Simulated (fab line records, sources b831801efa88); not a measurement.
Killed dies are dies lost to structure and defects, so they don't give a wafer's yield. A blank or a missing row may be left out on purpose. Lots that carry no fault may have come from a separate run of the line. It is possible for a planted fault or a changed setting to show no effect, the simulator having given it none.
A struck lot beside a sound one -- flow sfq_line -- 21 steps out of a route of 325
Sound: the wafers L159.1, L159.3, L159.4. Struck: wafers L152.1, L152.2, L152.5. Last of all comes the cause.
Each step with rows lists, per side, the tool, then ch with its chambers, then its first start. Under that, the readings that differ: sound wafers -- struck wafers -- difference of the means -- sigmas: that difference in standard deviations of wafers without a fault.
alike: readings whose means differ by less than 2 such deviations, and words and numbers that are the same on both sides. not compared: withheld readings, readings that some wafer has no value for, bounds like >300 that may hide the same value, and numbers for which the record gives no deviation and whose values overlap.
The two part at a step that has a row with sigmas, a row that says differs or no value, or rows on one side only. When numbers do not overlap yet have no deviation, they are printed without sigmas and do not part them. A reading that every wafer of one side lacks parts them only if that side has two wafers or more.

first, 6 steps without rows for these wafers: SFQ_TRILAYER_I5_LITHO_COAT_149 (resist thk 62 nm); SFQ_TRILAYER_I5_LITHO_COAT_144 (resist thk 650 nm); SFQ_TRILAYER_I5_LITHO_SOFTBAKE_148; SFQ_TRILAYER_I5_LITHO_EXPOSE_145 (exposes mask I5, target cd 700 nm); SFQ_TRILAYER_I5_LITHO_PEB_147 (peb time 60 s); SFQ_TRILAYER_I5_LITHO_DEVELOP_146 (time 60 s).
SFQ_I5_OVL_MEAS_936:
  sound on overlay-02 at day 79 21:27; struck on overlay-01 at day 70 00:54
  alike: I5_OVL
SFQ_TRILAYER_I5_BARC_OPEN_VIA_ETCH_200: etches BARC in O2, target depth 125 nm, time 41.7 s.
  sound on rie_diel-01 ch 0,1,2, day 79 21:29; struck on rie_diel-03 ch 2,3, day 70 00:56
  alike: drypump_motor_current_A, oes_product_au
  not compared: rf_hours_counter_h
SFQ_TRILAYER_I5_ETCH_VIA_ETCH_147: etches the open film in CHF3, stops on Nb, target depth 360 nm.
  sound on rie_diel-01 ch 0,1,2, day 79 21:32; struck on rie_diel-03 ch 1,2, day 70 00:58
  alike: drypump_motor_current_A, oes_product_au
SFQ_TRILAYER_I5_STRIP_STRIP_148: strips in O2.
  sound on rie_metal-02 ch 0,1, day 79 21:41; struck on rie_metal-01 ch 0,1, day 70 01:07
  alike: drypump_motor_current_A, oes_product_au, platen_temp_c
  not compared: rf_hours_counter_h
then, 2 steps without rows for these wafers: SFQ_TRILAYER_I5_STRIP_SOLV_CLEAN_149 (cleans in NMP, time 600 s); SFQ_TRILAYER_C5_LITHO_COAT_156 (resist thk 62 nm).
SFQ_TRILAYER_C5_LITHO_COAT_151: resist thk 650 nm.
  sound on litho_track-01 ch 0, day 79 22:45; struck on litho_track-01 ch 0, day 70 02:12
reading,sound,struck,difference,sigmas
spin_speed_rpm (rpm),2999.4 2997.3 3000.3,2742.4 2741.6 2738.3,-258.2,-99 or more
model.KrF_of_TRILAYER_C5_LITHO_COAT_151.thk_nm (nm),652.4 651.5 650.4,681.9 681.8 678.9,+29.4,
then, 4 steps without rows for these wafers: SFQ_TRILAYER_C5_LITHO_SOFTBAKE_155; SFQ_TRILAYER_C5_LITHO_EXPOSE_152 (exposes mask C5, target cd 500 nm); SFQ_TRILAYER_C5_LITHO_PEB_154 (peb time 60 s); SFQ_TRILAYER_C5_LITHO_DEVELOP_153 (time 60 s).
-- the record jumps here: 4 days lie between the struck wafers' starts before and after --
SFQ_C5_OVL_MEAS_937:
  sound on overlay-01 at day 80 04:02; struck on overlay-01 at day 74 12:54
  alike: C5_OVL
SFQ_TRILAYER_C5_BARC_OPEN_VIA_ETCH_210: etches BARC in O2, target depth 125 nm, time 41.7 s.
  sound on rie_diel-02 ch 0,2,3, day 80 04:04; struck on rie_diel-01 ch 2,3, day 74 12:56
  alike: drypump_motor_current_A, oes_product_au
  not compared: rf_hours_counter_h
SFQ_TRILAYER_C5_ETCH_VIA_ETCH_154: etches SiO2 in CHF3, stops on Nb, target depth 84 nm.
  sound on rie_diel-02 ch 0,2,3, day 80 04:06; struck on rie_diel-01 ch 2,3, day 74 12:59
reading,sound,struck,difference,sigmas
model.KrF_of_TRILAYER_C5_LITHO_COAT_151.thk_nm (nm),564.4 562.7 562.6,594.6 594.8 592,+30.6,
  alike: drypump_motor_current_A, oes_product_au
SFQ_TRILAYER_C5_STRIP_STRIP_155: strips in O2.
  sound on rie_metal-04 ch 0,1, day 80 04:09; struck on rie_metal-03 ch 0,1, day 74 13:01
  alike: drypump_motor_current_A, oes_product_au, platen_temp_c
  not compared: rf_hours_counter_h

WHERE THEY PART
At SFQ_TRILAYER_C5_LITHO_COAT_151 and nowhere else, as far as this record goes. Later steps at which nothing parts them and some readings are alike: SFQ_C5_OVL_MEAS_937, SFQ_TRILAYER_C5_BARC_OPEN_VIA_ETCH_210, SFQ_TRILAYER_C5_ETCH_VIA_ETCH_154, SFQ_TRILAYER_C5_STRIP_STRIP_155.

WHY: the cause the simulator had injected
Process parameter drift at SFQ_TRILAYER_C5_LITHO_COAT_151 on litho_track-01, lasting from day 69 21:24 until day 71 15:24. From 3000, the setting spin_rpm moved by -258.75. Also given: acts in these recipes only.
